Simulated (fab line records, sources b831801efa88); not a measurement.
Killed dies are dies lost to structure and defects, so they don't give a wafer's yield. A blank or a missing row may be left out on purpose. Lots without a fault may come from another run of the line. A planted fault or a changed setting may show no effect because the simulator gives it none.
Problem report in the 8D (eight disciplines) form, filled by code | flow sky130 | the parts of the form that need people (team, actions taken, sign-off) are left out

1. THE PROBLEM
rf_fwd_power_W at SKY_FIELD_ISO_ETCH_15 reads a mean of 497.8 W on 9 wafers of 3 lots; wafers without a fault read 594.8 W with a standard deviation of 2.4. That is -40 standard deviations from the usual mean.
The step: etches the open film in CHF3/O2, stops on Si, target depth 180 nm, time 72 s.
First seen on wafer L969.3, day 4 16:14, on rie_diel-04. The record holds 39 wafers of 13 lots with a number at this step. Rule for "out", or "out of limits": more than 4 standard deviations from the usual mean. The other wafers with a number count as sound.

2. WHAT IT IS AND WHAT IT IS NOT
question                    | is                     | is not
which readings at this step | rf_fwd_power_W         | drypump_motor_current_A, oes_product_au
which lots                  | L969, L971, L973       | L959, L961, L965, L966, L968, L970, L978, L979, L980, L982
which wafers of those lots  | all that have a number | -
read on which tools         | rie_diel-04            | rie_diel-01, rie_diel-02
when                        | from day 4 16:14       | up to then (18 sound wafers); but 12 sound wafers of L978, L979, L980, L982 came after

3. SUSPECTS, AND WHAT RULES EACH OUT
Counting: a tool at a process step up to the reading stays a suspect if it ran every lot that is out and no sound lot after the first of them.
- rie_diel-04 at SKY_FIELD_ISO_ETCH_15 (etches the open film in CHF3/O2, stops on Si, target depth 180 nm, time 72 s): kept. It ran every lot that is out, first L969 (day 4 16:14), and no sound lot after that; its last sound lot up to then is L968 (day 4 04:53). Its own readings are out on those wafers: rf_fwd_power_W.
Left after counting: rie_diel-04 at SKY_FIELD_ISO_ETCH_15.

4. THE CAUSE (what the simulator had put in)
Process parameter drift: rie_diel-04, from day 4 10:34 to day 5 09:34, at SKY_FIELD_ISO_ETCH_15. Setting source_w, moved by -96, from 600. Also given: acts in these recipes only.
Counting left only this tool.

5. THE CHAIN OF EFFECTS, in route order
Each row: a reading whose mean over the struck wafers that have a number lies more than 3 standard deviations from the usual. Only readings for which the record gives a usual standard deviation are gone through. hours: the time from each lot's start at the first step in this table that gives one to its start at this step, as a median over the lots. sigmas: the change in usual standard deviations.
hours | step                  | reading        | usual   | on struck wafers | change | sigmas
0     | SKY_FIELD_ISO_ETCH_15 | rf_fwd_power_W | 594.8 W | 497.8            | -97.0  | -40
The process steps in it:
- SKY_FIELD_ISO_ETCH_15: etches the open film in CHF3/O2, stops on Si, target depth 180 nm, time 72 s.
Later measuring or inspecting steps at which every struck wafer that the step has a row for has a number for every such reading, and none has moved that far: SKY_FIELD_ISO_THK_MEAS_25.

6. WHAT WOULD HAVE CAUGHT IT SOONER
In this record the first reading out of limits was taken at day 4 16:14, 6 hours after the fault began at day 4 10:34.
